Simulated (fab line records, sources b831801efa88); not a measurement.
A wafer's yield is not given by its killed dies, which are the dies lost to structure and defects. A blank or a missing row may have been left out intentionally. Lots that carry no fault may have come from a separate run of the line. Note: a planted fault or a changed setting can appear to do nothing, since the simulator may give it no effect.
The tool behind it: which one? | flow gf180mcu | 33 wafers from 11 lots sampled at 3 of the route's 602 steps

WHAT EACH GAUGE READ, for each wafer
GF_PSD_RS_MEAS_14: uses a four-point probe to measure.
lot  | measured     | on           | NSD_RS (ohm/sq)
L567 | day 14 12:41 | filmMetro-01 | 46.02 46.05 46.13
L570 | day 15 08:06 | filmMetro-02 | 46.15 46.08 46.15
L571 | day 15 20:32 | filmMetro-01 | 46.09 46.12 46.03
L572 | day 16 02:31 | filmMetro-01 | 46.13 46.09 46.16
L573 | day 16 13:26 | filmMetro-02 | 46.09 46.01 45.95
L574 | day 16 19:34 | filmMetro-01 | 46.13 46.16 46.08
L581 | day 19 06:39 | filmMetro-02 | 46.12 46.08 46.15
L587 | day 21 04:36 | filmMetro-04 | 49.81 48.53 48.40
L588 | day 21 13:55 | filmMetro-02 | 48.51 49.53 48.49
L589 | day 22 10:00 | filmMetro-01 | 46.19 46.13 46.24
L590 | day 22 13:19 | filmMetro-02 | 46.09 45.99 46.13

EACH LOT AND THE TOOL THAT RAN IT (in order: tool; ch and the chambers of the sampled wafers; start)
lot  | GF_NSD_IMPLANT_10               | GF_NSD_STRIP_11
L567 | implanter-03 ch 0, day 13 15:25 | plasmaAsher-04 ch 0,1, day 13 15:34
L570 | implanter-03 ch 0, day 14 10:19 | plasmaAsher-03 ch 0,1, day 14 10:28
L571 | implanter-01 ch 0, day 14 22:16 | plasmaAsher-03 ch 0,1, day 14 22:24
L572 | implanter-04 ch 0, day 15 03:26 | plasmaAsher-03 ch 0,1, day 15 03:34
L573 | implanter-01 ch 0, day 15 15:20 | plasmaAsher-04 ch 0,1, day 15 15:28
L574 | implanter-03 ch 0, day 15 20:31 | plasmaAsher-02 ch 0,1, day 15 20:38
L581 | implanter-01 ch 0, day 18 05:18 | plasmaAsher-04 ch 0,1, day 18 05:27
L587 | implanter-03 ch 0, day 20 04:08 | plasmaAsher-02 ch 0,1, day 20 04:17
L588 | implanter-03 ch 0, day 20 12:41 | plasmaAsher-03 ch 0,1, day 20 12:48
L589 | implanter-01 ch 0, day 21 10:09 | plasmaAsher-02 ch 0,1, day 21 10:18
L590 | implanter-01 ch 0, day 21 12:59 | plasmaAsher-03 ch 0,1, day 21 13:06
- GF_NSD_IMPLANT_10
- GF_NSD_STRIP_11: strips in O2/N2.

WHAT THE TOOLS THEMSELVES READ (means of the sampled wafers that have a number; where no wafer has one, the mark that the record gives instead)
GF_NSD_IMPLANT_10.
lot  | tool         | beamOnS (s) | doseIonsCm2 | endStationPressureTorr (Torr) | faradayCurrentUA
L567 | implanter-03 | 10.08       | 5e+14       | 7.2e-06                       | 2768
L570 | implanter-03 | 10.05       | 5e+14       | 7.6e-06                       | 2775
L571 | implanter-01 | 9.86        | 5e+14       | 6.8e-06                       | 2829
L572 | implanter-04 | 10.06       | 5e+14       | 7.4e-06                       | 2765
L573 | implanter-01 | 9.98        | 5e+14       | 7.4e-06                       | 2788
L574 | implanter-03 | 10.17       | 5e+14       | 7.1e-06                       | 2742
L581 | implanter-01 | 9.96        | 5e+14       | 7.2e-06                       | 2794
L587 | implanter-03 | 10.13       | 2e+14       | 6.1e-06                       | 1209
L588 | implanter-03 | 10.00       | 2e+14       | 6.1e-06                       | 1224
L589 | implanter-01 | 10.09       | 5e+14       | 7.4e-06                       | 2756
L590 | implanter-01 | 10.18       | 5e+14       | 7.2e-06                       | 2731

GF_NSD_STRIP_11.
lot  | tool           | drypumpMotorCurrentA (A) | heaterPowerW (W) | oesProductAu (a.u.) | stripTimeToEndpointS (s)
L567 | plasmaAsher-04 | 5.60                     | 290              | 0.489               | 22.97
L570 | plasmaAsher-03 | 5.72                     | 329              | 0.490               | 22.98
L571 | plasmaAsher-03 | 5.63                     | 334              | 0.486               | 22.94
L572 | plasmaAsher-03 | 5.62                     | 338              | 0.483               | 22.90
L573 | plasmaAsher-04 | 5.43                     | 309              | 0.483               | 22.93
L574 | plasmaAsher-02 | 5.62                     | 346              | 0.491               | 22.98
L581 | plasmaAsher-04 | 5.63                     | 292              | 0.486               | 22.96
L587 | plasmaAsher-02 | 5.63                     | 339              | 0.489               | 22.65
L588 | plasmaAsher-03 | 5.63                     | 331              | 0.491               | 22.63
L589 | plasmaAsher-02 | 5.54                     | 358              | 0.485               | 22.89
L590 | plasmaAsher-03 | 5.71                     | 323              | 0.488               | 22.97

THE ANSWER, worked out from the rows above alone
Rule: usual is defined by the lots themselves. Put in order of their means at a reading, lots are off if they are a third of the lots or fewer, leave a main group of 4 or more, and stand apart from it by a gap of 3 or more times the standard deviation of the main group's means; of several such gaps the widest counts. A main group is skipped when, at the precision printed for the reading in the tables above, its means are all equal. A lot without any number at a reading at which 4 lots or more have one is off too. Where the step has rows for the other lots, those lots are counted as sound. After the gauges, taken in route order, come the tools' own readings; for these a lot's mean is taken, as printed above. At the first step where some lot is off, the reading lying furthest off is the one used; lots without a number count as furthest.
Off: L587, L588, seen at GF_PSD_RS_MEAS_14 (NSD_RS). Mean 46.10 ohm/sq and standard deviation 0.046 in the main group.
A tool fits if, at a process step before that reading, it ran every lot that is off, and no sound lot after the first of them. The gauges at GF_PSD_RS_MEAS_14 aren't tried: what is off there is off at GF_NSD_IMPLANT_10 too, on other tools, and a gauge's error can't cause that. One fits: implanter-03 at GF_NSD_IMPLANT_10. A fault onset in the window from L574 (day 15 20:31, its last sound lot) to L587 (day 20 04:08, its first lot off) fits.
The tool's own readings at GF_NSD_IMPLANT_10 bear it out: on the lots that are off they differ by more than 5 times the standard deviation of the sound lots' means. doseIonsCm2 reads 2e+14 there against 5e+14 on the sound lots; endStationPressureTorr reads 6.1e-06 Torr there against 7.3e-06 Torr on the sound lots; faradayCurrentUA reads 1216 there against 2772 on the sound lots.

WHAT HAD BEEN PUT IN BY THE SIMULATOR
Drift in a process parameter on implanter-03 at GF_NSD_IMPLANT_10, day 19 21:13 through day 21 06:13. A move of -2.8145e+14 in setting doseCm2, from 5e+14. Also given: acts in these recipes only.
Shown lots that were struck: L587, L588. The rule given above showed the same thing.
